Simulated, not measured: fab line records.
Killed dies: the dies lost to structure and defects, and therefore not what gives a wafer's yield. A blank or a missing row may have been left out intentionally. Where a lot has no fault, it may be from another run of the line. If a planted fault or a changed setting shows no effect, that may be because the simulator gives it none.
fab line records :: flow sky130
[record]
  lots = 7
  wafers = 21
  last-day = 49
route steps=708 shown VT_ADJUST_PCH@148 SONOS_TUNNEL@154
lots untouched by any fault: they come from a run of this same line in which no faults occurred
start-h: hours from the record's opening day to when the first of the lot's shown wafers began :: wait-h: how many hours have passed since the lot's step before this one :: " identical to the entry in the row above :: L1.1+2: several wafers, shown together as one row :: - either no value or no given start :: * or withheld: withheld :: < > ~ a bound
route shown NAME@n: a module of which the file shows steps, and the number in the route of the first :: usual: mean/standard deviation taken from wafers without a fault :: same: alike in all rows :: chamber/n: place in a boat :: sites: the reading at each site :: _std_site: their standard deviation :: _edge_site: mean of outer sites minus mean of inner sites :: radius-mm: how far each site lies from the wafer's centre :: mask NAME#n: copy n :: behind: the tool/chamber that last shaped the wafer :: hold: the reason the lot was held/the length of the hold in hours/how it ended :: device: the n, p or np transistor that did not switch :: end of line: tests of these same wafers at the route's end :: for a step that has no rows: nothing shown but its recipe :: killed: the dies lost at the first sort to structure and to defects; this is not the yield of the wafer :: map: per-die view of a wafer (x killed, . not killed, _ where there is no die)
set.NAME: the setting as run; set.NAME@STEP: as run at that earlier step :: model.NAME: the simulator's own value behind a step, which no gauge read
a table for each step, a row for each wafer; lots at some steps of the route
services: the hour from which a tool's chamber was out of use, counted from the record's first day as start-h (under 0 if before that day), plus the number of hours and why
[[steps]]
[step SKY_VT_ADJUST_PCH_PEB_05]
[recipe]
  temp-c = 115
  time-s = withheld
[step SKY_VT_ADJUST_PCH_DEVELOP_06]
[recipe]
  wall-angle-deg = 90
  developer = TMAH
  develop-time-s = 60
  dev-temp-c = 23
[step SKY_VT_ADJUST_PCH_OVL_MEAS_07]
[usual]
  VT_ADJUST_PCH_OVL = -0.4/1.3
lot.wafer: L132.3
tool: overlay-02
chamber: -
start-h: 232.76
wait-h: -
VT_ADJUST_PCH_OVL[nm]: 0.7

lot.wafer: L132.4
tool: overlay-02
chamber: -
start-h: 232.76
wait-h: -
VT_ADJUST_PCH_OVL[nm]: -0.2

lot.wafer: L132.6
tool: overlay-02
chamber: -
start-h: 232.76
wait-h: -
VT_ADJUST_PCH_OVL[nm]: -1.6

lot.wafer: L137.1
tool: overlay-01
chamber: -
start-h: 267.25
wait-h: -
VT_ADJUST_PCH_OVL[nm]: -1.9

lot.wafer: L137.2
tool: overlay-01
chamber: -
start-h: 267.25
wait-h: -
VT_ADJUST_PCH_OVL[nm]: -0.7

lot.wafer: L137.6
tool: overlay-01
chamber: -
start-h: 267.25
wait-h: -
VT_ADJUST_PCH_OVL[nm]: -0.3

lot.wafer: L138.3
tool: overlay-01
chamber: -
start-h: 276.53
wait-h: -
VT_ADJUST_PCH_OVL[nm]: 1.3

lot.wafer: L138.4
tool: overlay-01
chamber: -
start-h: 276.53
wait-h: -
VT_ADJUST_PCH_OVL[nm]: -1.4

lot.wafer: L138.6
tool: overlay-01
chamber: -
start-h: 276.53
wait-h: -
VT_ADJUST_PCH_OVL[nm]: -0.4

lot.wafer: L139.3
tool: overlay-02
chamber: -
start-h: 284.96
wait-h: -
VT_ADJUST_PCH_OVL[nm]: -2.1

lot.wafer: L139.4
tool: overlay-02
chamber: -
start-h: 284.96
wait-h: -
VT_ADJUST_PCH_OVL[nm]: -1.8

lot.wafer: L139.5
tool: overlay-02
chamber: -
start-h: 284.96
wait-h: -
VT_ADJUST_PCH_OVL[nm]: 1.9

lot.wafer: L145.3
tool: overlay-01
chamber: -
start-h: 325.01
wait-h: -
VT_ADJUST_PCH_OVL[nm]: -0.4

lot.wafer: L145.4
tool: overlay-01
chamber: -
start-h: 325.01
wait-h: -
VT_ADJUST_PCH_OVL[nm]: -2.6

lot.wafer: L145.6
tool: overlay-01
chamber: -
start-h: 325.01
wait-h: -
VT_ADJUST_PCH_OVL[nm]: 1.0

lot.wafer: L147.2
tool: overlay-01
chamber: -
start-h: 348.93
wait-h: -
VT_ADJUST_PCH_OVL[nm]: -0.6

lot.wafer: L147.4
tool: overlay-01
chamber: -
start-h: 348.93
wait-h: -
VT_ADJUST_PCH_OVL[nm]: 1.5

lot.wafer: L147.5
tool: overlay-01
chamber: -
start-h: 348.93
wait-h: -
VT_ADJUST_PCH_OVL[nm]: 0.8

lot.wafer: L151.1
tool: overlay-02
chamber: -
start-h: 375.65
wait-h: -
VT_ADJUST_PCH_OVL[nm]: -2.0

lot.wafer: L151.2
tool: overlay-02
chamber: -
start-h: 375.65
wait-h: -
VT_ADJUST_PCH_OVL[nm]: -0.2

lot.wafer: L151.3
tool: overlay-02
chamber: -
start-h: 375.65
wait-h: -
VT_ADJUST_PCH_OVL[nm]: -1.8
[step SKY_VT_ADJUST_PCH_IMPLANT_08]
[recipe]
  species = B
  energy-kev = 10
  dose-cm2 = 5e+11
  tilt-deg = withheld
[step SKY_VT_ADJUST_PCH_STRIP_09]
[recipe]
  chemistry = O2/N2
  power-w = 1400
  pressure-mtorr = 1500
  platen-temp-c = withheld
  o2-flow-sccm = 3000
  n2-flow-sccm = 300
  overash-fraction = 0.5
[usual]
  drypump-motor-current-A = 6.16/0.2
  oes-product-au = 0.722/0.0048
  strip-time-to-endpoint-s = 36.93/0.085
lot.wafer: L132.3
tool: plasma-asher-04
chamber: 0
start-h: 232.97
wait-h: 0.1
drypump-motor-current-A: 5.90
oes-product-au: 0.716
rf-hours-counter-h: -
strip-time-to-endpoint-s: 36.86

lot.wafer: L132.4
tool: plasma-asher-04
chamber: 1
start-h: 232.97
wait-h: 0.1
drypump-motor-current-A: 6.32
oes-product-au: 0.723
rf-hours-counter-h: -
strip-time-to-endpoint-s: 37.01

lot.wafer: L132.6
tool: plasma-asher-04
chamber: 0
start-h: 232.97
wait-h: 0.1
drypump-motor-current-A: 5.90
oes-product-au: 0.724
rf-hours-counter-h: -
strip-time-to-endpoint-s: 36.95

lot.wafer: L137.1
tool: plasma-asher-02
chamber: 1
start-h: 267.44
wait-h: 0.1
drypump-motor-current-A: 6.16
oes-product-au: 0.719
rf-hours-counter-h: 14
strip-time-to-endpoint-s: 37.09

lot.wafer: L137.2
tool: plasma-asher-02
chamber: 0
start-h: 267.44
wait-h: 0.1
drypump-motor-current-A: 5.96
oes-product-au: 0.725
rf-hours-counter-h: 14
strip-time-to-endpoint-s: 36.95

lot.wafer: L137.6
tool: plasma-asher-02
chamber: 1
start-h: 267.44
wait-h: 0.1
drypump-motor-current-A: 6.16
oes-product-au: 0.722
rf-hours-counter-h: -
strip-time-to-endpoint-s: 36.92

lot.wafer: L138.3
tool: plasma-asher-02
chamber: 0
start-h: 276.74
wait-h: 0.1
drypump-motor-current-A: 5.96
oes-product-au: 0.725
rf-hours-counter-h: -
strip-time-to-endpoint-s: 37.00

lot.wafer: L138.4
tool: plasma-asher-02
chamber: 1
start-h: 276.74
wait-h: 0.1
drypump-motor-current-A: 6.14
oes-product-au: 0.726
rf-hours-counter-h: -
strip-time-to-endpoint-s: 36.97

lot.wafer: L138.6
tool: plasma-asher-02
chamber: 0
start-h: 276.74
wait-h: 0.1
drypump-motor-current-A: 5.98
oes-product-au: 0.723
rf-hours-counter-h: -
strip-time-to-endpoint-s: 37.01

lot.wafer: L139.3
tool: plasma-asher-03
chamber: 1
start-h: 285.17
wait-h: 0.1
drypump-motor-current-A: 6.08
oes-product-au: 0.719
rf-hours-counter-h: -
strip-time-to-endpoint-s: 37.06

lot.wafer: L139.4
tool: plasma-asher-03
chamber: 0
start-h: 285.17
wait-h: 0.1
drypump-motor-current-A: 6.48
oes-product-au: 0.721
rf-hours-counter-h: -
strip-time-to-endpoint-s: 37.02

lot.wafer: L139.5
tool: plasma-asher-03
chamber: 0
start-h: 285.17
wait-h: 0.1
drypump-motor-current-A: 6.47
oes-product-au: 0.719
rf-hours-counter-h: -
strip-time-to-endpoint-s: 37.01

lot.wafer: L145.3
tool: plasma-asher-03
chamber: 0
start-h: 325.22
wait-h: 0.1
drypump-motor-current-A: 6.46
oes-product-au: 0.719
rf-hours-counter-h: -
strip-time-to-endpoint-s: 36.83

lot.wafer: L145.4
tool: plasma-asher-03
chamber: 1
start-h: 325.22
wait-h: 0.1
drypump-motor-current-A: 6.08
oes-product-au: 0.728
rf-hours-counter-h: -
strip-time-to-endpoint-s: 36.80

lot.wafer: L145.6
tool: plasma-asher-03
chamber: 0
start-h: 325.22
wait-h: 0.1
drypump-motor-current-A: 6.47
oes-product-au: 0.726
rf-hours-counter-h: -
strip-time-to-endpoint-s: 36.92

lot.wafer: L147.2
tool: plasma-asher-03
chamber: 1
start-h: 349.11
wait-h: 0.1
drypump-motor-current-A: 6.09
oes-product-au: 0.715
rf-hours-counter-h: 51
strip-time-to-endpoint-s: 36.80

lot.wafer: L147.4
tool: plasma-asher-03
chamber: 0
start-h: 349.11
wait-h: 0.1
drypump-motor-current-A: 6.46
oes-product-au: 0.724
rf-hours-counter-h: -
strip-time-to-endpoint-s: 36.89

lot.wafer: L147.5
tool: plasma-asher-03
chamber: 1
start-h: 349.11
wait-h: 0.1
drypump-motor-current-A: 6.09
oes-product-au: 0.721
rf-hours-counter-h: -
strip-time-to-endpoint-s: 36.88

lot.wafer: L151.1
tool: plasma-asher-03
chamber: 0
start-h: 375.83
wait-h: 0.1
drypump-motor-current-A: 6.46
oes-product-au: 0.730
rf-hours-counter-h: 54
strip-time-to-endpoint-s: 37.04

lot.wafer: L151.2
tool: plasma-asher-03
chamber: 1
start-h: 375.83
wait-h: 0.1
drypump-motor-current-A: 6.08
oes-product-au: 0.729
rf-hours-counter-h: 54
strip-time-to-endpoint-s: 36.84

lot.wafer: L151.3
tool: plasma-asher-03
chamber: 0
start-h: 375.83
wait-h: 0.1
drypump-motor-current-A: 6.44
oes-product-au: 0.723
rf-hours-counter-h: -
strip-time-to-endpoint-s: 36.89
[step SKY_VT_ADJUST_PCH_TW_MEAS_10]
[usual]
  VT_ADJUST_PCH_TW = 142.7/0.81
lot.wafer: L132.3
tool: film-metro-03
chamber: -
start-h: 233.05
wait-h: 0.1
VT_ADJUST_PCH_TW: 142.6

lot.wafer: L132.4
tool: film-metro-03
chamber: -
start-h: 233.05
wait-h: 0.1
VT_ADJUST_PCH_TW: 143.3

lot.wafer: L132.6
tool: film-metro-03
chamber: -
start-h: 233.05
wait-h: 0.1
VT_ADJUST_PCH_TW: 143.1

lot.wafer: L137.1
tool: film-metro-02
chamber: -
start-h: 267.54
wait-h: 0.1
VT_ADJUST_PCH_TW: 143.3

lot.wafer: L137.2
tool: film-metro-02
chamber: -
start-h: 267.54
wait-h: 0.1
VT_ADJUST_PCH_TW: 142.6

lot.wafer: L137.6
tool: film-metro-02
chamber: -
start-h: 267.54
wait-h: 0.1
VT_ADJUST_PCH_TW: 143.7

lot.wafer: L138.3
tool: film-metro-02
chamber: -
start-h: 276.83
wait-h: 0.1
VT_ADJUST_PCH_TW: 142.0

lot.wafer: L138.4
tool: film-metro-02
chamber: -
start-h: 276.83
wait-h: 0.1
VT_ADJUST_PCH_TW: 141.9

lot.wafer: L138.6
tool: film-metro-02
chamber: -
start-h: 276.83
wait-h: 0.1
VT_ADJUST_PCH_TW: 142.4

lot.wafer: L139.3
tool: film-metro-02
chamber: -
start-h: 285.26
wait-h: 0.1
VT_ADJUST_PCH_TW: 143.6

lot.wafer: L139.4
tool: film-metro-02
chamber: -
start-h: 285.26
wait-h: 0.1
VT_ADJUST_PCH_TW: 142.6

lot.wafer: L139.5
tool: film-metro-02
chamber: -
start-h: 285.26
wait-h: 0.1
VT_ADJUST_PCH_TW: 143.4

lot.wafer: L145.3
tool: film-metro-02
chamber: -
start-h: 325.30
wait-h: 0.1
VT_ADJUST_PCH_TW: 142.9

lot.wafer: L145.4
tool: film-metro-02
chamber: -
start-h: 325.30
wait-h: 0.1
VT_ADJUST_PCH_TW: 142.7

lot.wafer: L145.6
tool: film-metro-02
chamber: -
start-h: 325.30
wait-h: 0.1
VT_ADJUST_PCH_TW: 142.5

lot.wafer: L147.2
tool: film-metro-01
chamber: -
start-h: 349.22
wait-h: 0.1
VT_ADJUST_PCH_TW: 141.0

lot.wafer: L147.4
tool: film-metro-01
chamber: -
start-h: 349.22
wait-h: 0.1
VT_ADJUST_PCH_TW: 141.0

lot.wafer: L147.5
tool: film-metro-01
chamber: -
start-h: 349.22
wait-h: 0.1
VT_ADJUST_PCH_TW: 141.3

lot.wafer: L151.1
tool: film-metro-02
chamber: -
start-h: 375.93
wait-h: 0.1
VT_ADJUST_PCH_TW: 143.1

lot.wafer: L151.2
tool: film-metro-02
chamber: -
start-h: 375.93
wait-h: 0.1
VT_ADJUST_PCH_TW: 143.1

lot.wafer: L151.3
tool: film-metro-02
chamber: -
start-h: 375.93
wait-h: 0.1
VT_ADJUST_PCH_TW: 143.7
[step SKY_SONOS_TUNNEL_DEHYDRATE_00]
[recipe]
  temp-c = 200
  time-s = 60
[step SKY_SONOS_TUNNEL_HMDS_01]
[recipe]
  prime-time-s = 60
  prime-temp-c = 120
[step SKY_SONOS_TUNNEL_COAT_02]
[recipe]
  resist = NOVOLAK
  spin-rpm = 3000
  resist-thk-nm = 1140
[step SKY_SONOS_TUNNEL_SOFTBAKE_03]
[recipe]
  temp-c = 90
  time-s = 60
  resist = NOVOLAK
[step SKY_SONOS_TUNNEL_EXPOSE_04]
[recipe]
  mask-id = TUNM
  na = 0.6
  source-shape = conventional
  sigma-outer = 0.6
  polarization = unpolarized
  target-cd-nm = 410
  dose-mj = 136
[step SKY_SONOS_TUNNEL_PEB_05]
[recipe]
  temp-c = withheld
  time-s = *
  resist = NOVOLAK
[step SKY_SONOS_TUNNEL_DEVELOP_06]
[recipe]
  resist = NOVOLAK
  developer = TMAH
  develop-time-s = 60
  dev-temp-c = 23
[usual]
  chill-plate-temp-C = 23.00/0.11
  develop-time-s = 60/0
lot.wafer: L132.3
tool: litho-track-01
chamber: 0
start-h: 254.98
wait-h: 0.1
chill-plate-temp-C: 23.07
develop-time-s: 60

lot.wafer: L132.4
tool: litho-track-01
chamber: 0
start-h: 254.98
wait-h: 0.1
chill-plate-temp-C: 22.99
develop-time-s: 60

lot.wafer: L132.6
tool: litho-track-01
chamber: 0
start-h: 254.98
wait-h: 0.1
chill-plate-temp-C: 23.02
develop-time-s: 60

lot.wafer: L137.1
tool: litho-track-02
chamber: -
start-h: 290.00
wait-h: 0.1
chill-plate-temp-C: -
develop-time-s: -

lot.wafer: L137.2
tool: litho-track-02
chamber: -
start-h: 290.00
wait-h: 0.1
chill-plate-temp-C: -
develop-time-s: -

lot.wafer: L137.6
tool: litho-track-02
chamber: -
start-h: 290.00
wait-h: 0.1
chill-plate-temp-C: -
develop-time-s: -

lot.wafer: L138.3
tool: litho-track-03
chamber: -
start-h: 299.67
wait-h: 0.1
chill-plate-temp-C: -
develop-time-s: -

lot.wafer: L138.4
tool: litho-track-03
chamber: -
start-h: 299.67
wait-h: 0.1
chill-plate-temp-C: -
develop-time-s: -

lot.wafer: L138.6
tool: litho-track-03
chamber: -
start-h: 299.67
wait-h: 0.1
chill-plate-temp-C: -
develop-time-s: -

lot.wafer: L139.3
tool: litho-track-03
chamber: -
start-h: 309.32
wait-h: 0.1
chill-plate-temp-C: -
develop-time-s: -

lot.wafer: L139.4
tool: litho-track-03
chamber: -
start-h: 309.32
wait-h: 0.1
chill-plate-temp-C: -
develop-time-s: -

lot.wafer: L139.5
tool: litho-track-03
chamber: -
start-h: 309.32
wait-h: 0.1
chill-plate-temp-C: -
develop-time-s: -

lot.wafer: L145.3
tool: litho-track-01
chamber: 0
start-h: 351.88
wait-h: 0.1
chill-plate-temp-C: 23.05
develop-time-s: 60

lot.wafer: L145.4
tool: litho-track-01
chamber: 0
start-h: 351.88
wait-h: 0.1
chill-plate-temp-C: 23.00
develop-time-s: 60

lot.wafer: L145.6
tool: litho-track-01
chamber: 0
start-h: 351.88
wait-h: 0.1
chill-plate-temp-C: 22.93
develop-time-s: 60

lot.wafer: L147.2
tool: litho-track-03
chamber: 0
start-h: 377.90
wait-h: 0.1
chill-plate-temp-C: 23.07
develop-time-s: 60

lot.wafer: L147.4
tool: litho-track-03
chamber: 0
start-h: 377.90
wait-h: 0.1
chill-plate-temp-C: 22.87
develop-time-s: 60

lot.wafer: L147.5
tool: litho-track-03
chamber: 0
start-h: 377.90
wait-h: 0.1
chill-plate-temp-C: 23.00
develop-time-s: 60

lot.wafer: L151.1
tool: litho-track-03
chamber: 0
start-h: 405.82
wait-h: 0.1
chill-plate-temp-C: 23.09
develop-time-s: 60

lot.wafer: L151.2
tool: litho-track-03
chamber: 0
start-h: 405.82
wait-h: 0.1
chill-plate-temp-C: 23.02
develop-time-s: 60

lot.wafer: L151.3
tool: litho-track-03
chamber: 0
start-h: 405.82
wait-h: 0.1
chill-plate-temp-C: 23.00
develop-time-s: 60
[step SKY_SONOS_TUNNEL_CD_MEAS_07]
[recipe]
  target-cd-nm = 410
[usual]
  cd-nm = 410.3/2.6
lot.wafer: L132.3
tool: cd-sem-01
chamber: -
start-h: 255.12
wait-h: 0.1
cd-nm: 412.5

lot.wafer: L132.4
tool: cd-sem-01
chamber: -
start-h: 255.12
wait-h: 0.1
cd-nm: 411.5

lot.wafer: L132.6
tool: cd-sem-01
chamber: -
start-h: 255.12
wait-h: 0.1
cd-nm: 411.3

lot.wafer: L137.1
tool: cd-sem-01
chamber: -
start-h: 290.15
wait-h: 0.1
cd-nm: -

lot.wafer: L137.2
tool: cd-sem-01
chamber: -
start-h: 290.15
wait-h: 0.1
cd-nm: -

lot.wafer: L137.6
tool: cd-sem-01
chamber: -
start-h: 290.15
wait-h: 0.1
cd-nm: -

lot.wafer: L138.3
tool: cd-sem-01
chamber: -
start-h: 299.81
wait-h: 0.1
cd-nm: -

lot.wafer: L138.4
tool: cd-sem-01
chamber: -
start-h: 299.81
wait-h: 0.1
cd-nm: -

lot.wafer: L138.6
tool: cd-sem-01
chamber: -
start-h: 299.81
wait-h: 0.1
cd-nm: -

lot.wafer: L139.3
tool: cd-sem-01
chamber: -
start-h: 309.46
wait-h: 0.1
cd-nm: -

lot.wafer: L139.4
tool: cd-sem-01
chamber: -
start-h: 309.46
wait-h: 0.1
cd-nm: -

lot.wafer: L139.5
tool: cd-sem-01
chamber: -
start-h: 309.46
wait-h: 0.1
cd-nm: -

lot.wafer: L145.3
tool: cd-sem-02
chamber: -
start-h: 352.02
wait-h: 0.1
cd-nm: 410.7

lot.wafer: L145.4
tool: cd-sem-02
chamber: -
start-h: 352.02
wait-h: 0.1
cd-nm: 410.0

lot.wafer: L145.6
tool: cd-sem-02
chamber: -
start-h: 352.02
wait-h: 0.1
cd-nm: 411.2

lot.wafer: L147.2
tool: cd-sem-02
chamber: -
start-h: 378.04
wait-h: 0.1
cd-nm: 412.1

lot.wafer: L147.4
tool: cd-sem-02
chamber: -
start-h: 378.04
wait-h: 0.1
cd-nm: 412.4

lot.wafer: L147.5
tool: cd-sem-02
chamber: -
start-h: 378.04
wait-h: 0.1
cd-nm: 413.9

lot.wafer: L151.1
tool: cd-sem-02
chamber: -
start-h: 405.97
wait-h: 0.1
cd-nm: 410.2

lot.wafer: L151.2
tool: cd-sem-02
chamber: -
start-h: 405.97
wait-h: 0.1
cd-nm: 408.8

lot.wafer: L151.3
tool: cd-sem-02
chamber: -
start-h: 405.97
wait-h: 0.1
cd-nm: 409.8
[[services]]
tool: plasma-asher-03
chamber: -
start-h: 226.11
hours: 2.4
kind: repair

tool: plasma-asher-04
chamber: -
start-h: 240.21
hours: 2.1
kind: repair

tool: plasma-asher-03
chamber: -
start-h: 260.45
hours: 1.1
kind: repair

tool: plasma-asher-04
chamber: -
start-h: 264.11
hours: 0.7
kind: repair

tool: plasma-asher-02
chamber: -
start-h: 307.36
hours: 22.6
kind: repair

tool: plasma-asher-02
chamber: -
start-h: 338.63
hours: 8.5
kind: repair

tool: plasma-asher-02
chamber: -
start-h: 373.13
hours: 2.5
kind: repair

tool: plasma-asher-04
chamber: -
start-h: 402.15
hours: 2.4
kind: repair
[[key]]
[first-sign]
  step = SKY_SONOS_TUNNEL_DEVELOP_06
  reading = tool-record
  direction = missing
effect none on later readings
met-at SKY_SONOS_TUNNEL_DEVELOP_06
struck-wafers L137.1,L137.2,L137.6,L138.3,L138.4,L138.6,L139.3,L139.4,L139.5
later-rows-left-out L137.1,L137.2,L137.6,L138.3,L138.4,L138.6,L139.3,L139.4,L139.5
sort-left-out L137.1,L137.2,L137.6,L138.3,L138.4,L138.6,L139.3,L139.4,L139.5
tester-left-out L137,L138,L139
[fault]
  kind = skipped-step-whole
  tool = litho-track-02,litho-track-03
  chamber = -
  onset-h = 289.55
  steps = SKY_SONOS_TUNNEL_DEVELOP_06
  scope = struck-lots-only
// tester-left-out: of these lots the tester's yield and bins aren't shown, on N5 and GAA mostly nor the transistor test; their killed dies are dies lost to structure and defects alone, not to doping, threshold or leakage, so they don't give the yield
// sort-left-out: the simulated sort isn't trusted on such a fault, so these wafers' sort isn't shown, and their yield isn't known
// later-rows-left-out: the simulator's readings of these wafers behind a module that went badly wrong aren't trusted and aren't shown, but for the sort
